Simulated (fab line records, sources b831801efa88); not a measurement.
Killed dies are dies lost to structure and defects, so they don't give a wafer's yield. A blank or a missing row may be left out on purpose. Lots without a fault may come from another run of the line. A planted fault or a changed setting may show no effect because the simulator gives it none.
Chamber matching | flow sky130 | SKY_VIA1_ETCH_15 on rie_diel-01: 4 sister chambers
The step etches SiO2 in C4F8/O2/Ar, stops on TiN, target depth 351 nm, time 54 s. 24 wafers are shown with their chamber, then 12 later ones without.

WAFERS WITH THEIR CHAMBER
wafer  | chamber | oes_product_au (a.u.)
L074.1 | 3       | 0.975
L074.4 | 0       | 0.981
L074.5 | 3       | 0.974
L075.4 | 3       | 0.980
L075.5 | 2       | 0.992
L075.6 | 0       | 0.976
L077.2 | 0       | 0.994
L077.3 | 3       | 0.972
L077.4 | 3       | 0.973
L078.1 | 1       | 0.985
L078.2 | 0       | 0.994
L078.6 | 1       | 0.975
L079.1 | 2       | 0.996
L079.3 | 3       | 0.976
L079.6 | 3       | 0.987
L082.1 | 1       | 0.982
L082.2 | 0       | 0.990
L082.3 | 2       | 0.985
L086.2 | 1       | 0.980
L086.3 | 2       | 0.988
L086.5 | 0       | 0.984
L085.1 | 0       | 0.980
L085.5 | 1       | 0.976
L085.6 | 0       | 0.984

SIGNATURES (means of the wafers above)
reading        | chamber 0 | chamber 1 | chamber 2 | chamber 3 | scatter within a chamber
oes_product_au | 0.98538   | 0.97960   | 0.99025   | 0.97671   | 0.00553
Rule: a wafer's distance from a chamber is the root of the sum, over the readings, of the square of ((its reading less the chamber's mean) divided by the reading's scatter). The wafer belongs to the nearest chamber; if the next one is less than 2 further off, it can't be placed. The scatter: the root of (the sum of the squares of (reading less its chamber's mean) over the shown wafers, divided by (wafers less chambers)).

WAFERS WITHOUT THEIR CHAMBER
wafer  | oes_product_au (a.u.)
L087.1 | 0.977
L087.4 | 0.980
L087.6 | 0.984
L089.1 | 0.980
L089.3 | 0.985
L089.6 | 0.982
L092.2 | 0.994
L092.4 | 0.982
L092.6 | 0.975
L095.1 | 0.977
L095.3 | 0.980
L095.5 | 0.992

WHICH CHAMBER EACH WENT THROUGH
wafer  | from the rows above               | in truth
L087.1 | can't be placed: 3 or 1 or 0      | 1
L087.4 | can't be placed: 1 or 3 or 0 or 2 | 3
L087.6 | can't be placed: 0 or 1 or 2 or 3 | 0
L089.1 | can't be placed: 1 or 3 or 0 or 2 | 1
L089.3 | can't be placed: 0 or 2 or 1 or 3 | 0
L089.6 | can't be placed: 1 or 0 or 3 or 2 | 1
L092.2 | can't be placed: 2 or 0 or 1      | 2
L092.4 | can't be placed: 1 or 0 or 3 or 2 | 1
L092.6 | can't be placed: 3 or 1 or 0      | 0
L095.1 | can't be placed: 3 or 1 or 0      | 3
L095.3 | can't be placed: 1 or 3 or 0 or 2 | 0
L095.5 | can't be placed: 2 or 0 or 1      | 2
Placed correctly: 0 of 12. Can't be placed from these rows: 12 (the true chamber is among the candidates in 12). Placed wrongly: 0.
